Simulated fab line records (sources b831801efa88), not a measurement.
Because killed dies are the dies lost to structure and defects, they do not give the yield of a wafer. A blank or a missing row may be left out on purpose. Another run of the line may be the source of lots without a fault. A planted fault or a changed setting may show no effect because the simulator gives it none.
Tool commonality check / flow sky130 / 42 wafers sampled across 14 lots

WHY IT WAS OPENED
SKY_METAL1_RS_MEAS_05, reading METAL1_ALCU_RS: flagged on 2 of 14 lots. Fault-free wafers read 0.1265 ohm/sq, with a standard deviation of 0.0014.
Rule: a lot gets a flag if all its wafers with a number sit over 4 standard deviations from that mean, or if no wafer of it has a number. All remaining lots are regarded as sound.

lot=L295; measured=day 32 08:28; on=film_metro-04; METAL1_ALCU_RS (ohm/sq), wafer by wafer=0.1254 0.1265 0.1268; flag=
lot=L296; measured=day 32 11:26; on=film_metro-04; METAL1_ALCU_RS (ohm/sq), wafer by wafer=0.1257 0.1260 0.1258; flag=
lot=L297; measured=day 32 16:59; on=film_metro-04; METAL1_ALCU_RS (ohm/sq), wafer by wafer=0.1256 0.1253 0.1278; flag=
lot=L299; measured=day 33 10:08; on=film_metro-04; METAL1_ALCU_RS (ohm/sq), wafer by wafer=0.1243 0.1246 0.1239; flag=
lot=L303; measured=day 34 12:32; on=film_metro-02; METAL1_ALCU_RS (ohm/sq), wafer by wafer=0.1271 0.1270 0.1256; flag=
lot=L304; measured=day 35 09:51; on=film_metro-03; METAL1_ALCU_RS (ohm/sq), wafer by wafer=0.1262 0.1284 0.1255; flag=
lot=L305; measured=day 35 11:51; on=film_metro-03; METAL1_ALCU_RS (ohm/sq), wafer by wafer=0.1276 0.1272 0.1282; flag=
lot=L306; measured=day 35 19:25; on=film_metro-03; METAL1_ALCU_RS (ohm/sq), wafer by wafer=0.0848 0.0841 0.0853; flag=FLAGGED
lot=L307; measured=day 35 23:24; on=film_metro-02; METAL1_ALCU_RS (ohm/sq), wafer by wafer=0.1258 0.1264 0.1253; flag=
lot=L308; measured=day 36 07:17; on=film_metro-02; METAL1_ALCU_RS (ohm/sq), wafer by wafer=0.0855 0.0846 0.0846; flag=FLAGGED
lot=L315; measured=day 38 03:55; on=film_metro-02; METAL1_ALCU_RS (ohm/sq), wafer by wafer=0.1244 0.1265 0.1245; flag=
lot=L316; measured=day 38 08:39; on=film_metro-04; METAL1_ALCU_RS (ohm/sq), wafer by wafer=0.1276 0.1248 0.1268; flag=
lot=L318; measured=day 39 07:40; on=film_metro-02; METAL1_ALCU_RS (ohm/sq), wafer by wafer=0.1256 0.1295 0.1289; flag=
lot=L317; measured=day 39 10:52; on=film_metro-02; METAL1_ALCU_RS (ohm/sq), wafer by wafer=0.1250 0.1243 0.1262; flag=
The numbers of the flagged lots are 0.0848 ohm/sq on average: -0.0417 ohm/sq against the usual, or -30 standard deviations.

LOT BY LOT: THE TOOL USED
2 process steps preceding the reading are held in the record, out of 708 steps in the route. In each cell: the tool, then ch and the chambers that the sampled wafers went through, then the start.
lot=L295; flag=; SKY_CONTACT_CVD_00=pecvd-03 ch 0,1, day 31 02:15; SKY_METAL1_SPUTTER_02=pvd_sputter-02, day 32 08:23
lot=L296; flag=; SKY_CONTACT_CVD_00=pecvd-03 ch 0,1, day 31 05:38; SKY_METAL1_SPUTTER_02=pvd_sputter-02, day 32 11:20
lot=L297; flag=; SKY_CONTACT_CVD_00=pecvd-02 ch 0,2, day 31 10:39; SKY_METAL1_SPUTTER_02=pvd_sputter-01, day 32 16:54
lot=L299; flag=; SKY_CONTACT_CVD_00=pecvd-03 ch 0,1,2, day 32 02:25; SKY_METAL1_SPUTTER_02=pvd_sputter-01, day 33 10:01
lot=L303; flag=; SKY_CONTACT_CVD_00=pecvd-02 ch 0,1, day 33 08:31; SKY_METAL1_SPUTTER_02=pvd_sputter-01, day 34 12:26
lot=L304; flag=; SKY_CONTACT_CVD_00=pecvd-02 ch 0,1, day 34 05:04; SKY_METAL1_SPUTTER_02=pvd_sputter-01, day 35 09:45
lot=L305; flag=; SKY_CONTACT_CVD_00=pecvd-01 ch 0,1,2, day 34 06:14; SKY_METAL1_SPUTTER_02=pvd_sputter-03, day 35 11:46
lot=L306; flag=FLAGGED; SKY_CONTACT_CVD_00=pecvd-03 ch 0,2, day 34 14:18; SKY_METAL1_SPUTTER_02=pvd_sputter-01, day 35 19:17
lot=L307; flag=; SKY_CONTACT_CVD_00=pecvd-02 ch 0,1,2, day 34 18:59; SKY_METAL1_SPUTTER_02=pvd_sputter-02, day 35 23:18
lot=L308; flag=FLAGGED; SKY_CONTACT_CVD_00=pecvd-01 ch 0,2, day 35 02:49; SKY_METAL1_SPUTTER_02=pvd_sputter-01, day 36 07:11
lot=L315; flag=; SKY_CONTACT_CVD_00=pecvd-03 ch 0,1,2, day 36 23:30; SKY_METAL1_SPUTTER_02=pvd_sputter-02, day 38 03:46
lot=L316; flag=; SKY_CONTACT_CVD_00=pecvd-01 ch 0,2, day 37 04:15; SKY_METAL1_SPUTTER_02=pvd_sputter-03, day 38 08:34
lot=L318; flag=; SKY_CONTACT_CVD_00=pecvd-03 ch 1,2, day 38 04:09; SKY_METAL1_SPUTTER_02=pvd_sputter-03, day 39 07:35
lot=L317; flag=; SKY_CONTACT_CVD_00=pecvd-02 ch 0,1,2, day 38 07:04; SKY_METAL1_SPUTTER_02=pvd_sputter-01, day 39 10:43
These steps, and what they do:
- SKY_CONTACT_CVD_00: deposits Si3N4, target thk 75 nm.
- SKY_METAL1_SPUTTER_02: material AlCu, target thk 250 nm, time 13.3 s.
- SKY_METAL1_RS_MEAS_05: measures by four-point-probe.

FLAGGED AGAINST TOTAL, ONE TOOL AT A TIME (gauges that did the reading follow at the end)
step=SKY_CONTACT_CVD_00; tool=pecvd-01; lots run=3; flagged=1; share of the flagged lots=some; sound lots run after its first flagged lot=1 (L316)
step=SKY_CONTACT_CVD_00; tool=pecvd-02; lots run=5; flagged=0; share of the flagged lots=none; sound lots run after its first flagged lot=-
step=SKY_CONTACT_CVD_00; tool=pecvd-03; lots run=6; flagged=1; share of the flagged lots=some; sound lots run after its first flagged lot=2 (L315,L318)
step=SKY_METAL1_SPUTTER_02; tool=pvd_sputter-01; lots run=7; flagged=2; share of the flagged lots=all; sound lots run after its first flagged lot=1 (L317)
step=SKY_METAL1_SPUTTER_02; tool=pvd_sputter-02; lots run=4; flagged=0; share of the flagged lots=none; sound lots run after its first flagged lot=-
step=SKY_METAL1_SPUTTER_02; tool=pvd_sputter-03; lots run=3; flagged=0; share of the flagged lots=none; sound lots run after its first flagged lot=-
step=SKY_METAL1_RS_MEAS_05; tool=film_metro-02; lots run=6; flagged=1; share of the flagged lots=some; sound lots run after its first flagged lot=3 (L315,L318,L317)
step=SKY_METAL1_RS_MEAS_05; tool=film_metro-03; lots run=3; flagged=1; share of the flagged lots=some; sound lots run after its first flagged lot=0
step=SKY_METAL1_RS_MEAS_05; tool=film_metro-04; lots run=5; flagged=0; share of the flagged lots=none; sound lots run after its first flagged lot=-

WHAT THE TABLE ALLOWS
In the table, 1 row covers all flagged lots: pvd_sputter-01 at SKY_METAL1_SPUTTER_02.
- pvd_sputter-01 at SKY_METAL1_SPUTTER_02: 2 of its 7 lots flagged. After the first flagged lot (L317), sound lots still ran on it; a lasting fault on the whole tool would not permit that.
Not one row of the table ran every flagged lot while running no sound lot after the first.

WHAT THE SIMULATOR PUT IN
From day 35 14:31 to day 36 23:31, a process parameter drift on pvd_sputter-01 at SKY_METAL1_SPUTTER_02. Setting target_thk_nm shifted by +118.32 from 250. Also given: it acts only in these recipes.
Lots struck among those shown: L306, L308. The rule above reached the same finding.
